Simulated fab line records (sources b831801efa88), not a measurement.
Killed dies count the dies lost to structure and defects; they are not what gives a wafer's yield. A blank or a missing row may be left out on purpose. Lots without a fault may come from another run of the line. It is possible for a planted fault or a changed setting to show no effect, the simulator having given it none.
What tool caused it? -- flow sky130 -- 14 lots, 42 wafers sampled, at 3 steps of a route of 708

== WHAT THE GAUGES READ, wafer by wafer ==
SKY_VT_ADJUST_LVTN_OVL_MEAS_07. Usual: VT_ADJUST_LVTN_OVL typically reads 1.2 nm, with standard deviation 1.3.
lot,measured,on,VT_ADJUST_LVTN_OVL (nm),flag
L152,day 7 01:03,overlay-01,-0.1 1.1 2.3,
L153,day 7 12:49,overlay-01,1.8 1.4 2.3,
L154,day 7 19:18,overlay-02,2.5 2.3 2.7,
L155,day 8 00:34,overlay-01,2.1 2.8 3.5,
L157,day 8 14:08,overlay-01,-0.8 -0.3 0.3,
L159,day 9 02:53,overlay-01,2.8 1.1 0.4,
L160,day 9 06:01,overlay-02,1.6 -0.4 -0.2,
L164,day 10 09:31,overlay-01,1.1 -1.5 -1.3,
L165,day 10 12:57,overlay-02,0.9 0.8 -1.1,
L169,day 12 04:06,overlay-02,3.2 2.5 0.3,
L170,day 12 07:07,overlay-02,-1.1 -0.8 1.3,
L171,day 12 11:46,overlay-01,-0.3 2.0 -0.5,
L173,day 12 22:30,overlay-02,1.6 -0.1 0.2,
L174,day 13 07:20,overlay-01,1.8 -0.5 -0.1,

SKY_VT_ADJUST_HVTR_OVL_MEAS_08. Usual: VT_ADJUST_HVTR_OVL typically reads -0.3 nm, with standard deviation 1.2.
lot,measured,on,VT_ADJUST_HVTR_OVL (nm),flag
L152,day 9 14:46,overlay-02,0.8 1.7 -0.5,
L153,day 10 02:49,overlay-02,-0.8 -1.2 -0.2,
L154,day 10 11:42,overlay-01,-0.9 -2.5 -0.8,
L155,day 10 17:31,overlay-01,-1.5 0.8 1.9,
L157,day 11 10:04,overlay-01,0.3 -0.1 0.5,
L159,day 11 22:55,overlay-02,-0.5 0.4 -2.0,
L160,day 12 02:43,overlay-02,1.2 1.1 -0.4,
L164,day 13 10:37,overlay-02,1.1 0.7 0.2,
L165,day 13 14:10,overlay-01,0.9 1.1 0.6,
L169,day 15 09:31,overlay-01,-1.1 -1.4 0.1,
L170,day 15 11:49,overlay-01,-0.4 -1.4 1.8,
L171,day 15 18:58,overlay-01,0.4 1.3 -1.8,
L173,day 16 06:39,overlay-02,0.2 -1.0 -1.0,
L174,day 16 14:25,overlay-02,-0.6 -2.8 -0.3,

SKY_VT_ADJUST_HVTR_TW_MEAS_11. Usual: VT_ADJUST_HVTR_TW typically reads 209.4, with standard deviation 2.2.
lot,measured,on,VT_ADJUST_HVTR_TW,flag
L152,day 9 15:02,film-metro-04,206.5 205.9 206.6,
L153,day 10 03:05,film-metro-04,207.1 205.4 206.0,
L154,day 10 12:01,film-metro-03,211.9 212.1 212.0,
L155,day 10 17:49,film-metro-04,207.1 207.0 207.1,
L157,day 11 10:21,film-metro-02,210.1 209.8 209.4,
L159,day 11 23:11,film-metro-02,210.5 210.0 211.4,
L160,day 12 03:00,film-metro-03,210.2 210.3 211.0,
L164,day 13 10:53,film-metro-02,211.1 211.3 211.4,
L165,day 13 14:27,film-metro-02,210.5 209.9 210.1,
L169,day 15 09:48,film-metro-03,212.0 212.5 211.0,
L170,day 15 12:07,film-metro-04,205.8 205.9 206.5,
L171,day 15 19:15,film-metro-04,205.7 205.8 206.1,
L173,day 16 06:56,film-metro-03,212.3 210.7 211.6,
L174,day 16 14:41,film-metro-04,206.6 207.7 208.2,

== TOOL THAT RAN EACH LOT (tool first, then ch and the chambers of the sampled wafers, then the start) ==
No process step before these readings appears in the record.

== AS READ BY THE TOOLS THEMSELVES (means over the sampled wafers that have a number; for cases with no such wafer, the mark the record gives instead) ==
The record holds no such reading with a usual standard deviation.

== THE ANSWER, worked out from the rows above alone ==
Rule: take the mean of a lot's wafers that have a number; if it is more than 3 standard deviations from the usual mean, the lot is off. A lot without any number at a reading at which 4 lots or more have one is off too. Where the step has rows for the other lots, those lots are counted as sound. First the gauges in route order, then the tools' own readings, where a lot's mean is used as printed above. The first step at which some lot is off is used, and at that step the reading that is off furthest; a lot without a number counts as furthest.
No lot is off at any reading shown: from this, nothing can be told.

== WHAT HAD BEEN PUT IN BY THE SIMULATOR ==
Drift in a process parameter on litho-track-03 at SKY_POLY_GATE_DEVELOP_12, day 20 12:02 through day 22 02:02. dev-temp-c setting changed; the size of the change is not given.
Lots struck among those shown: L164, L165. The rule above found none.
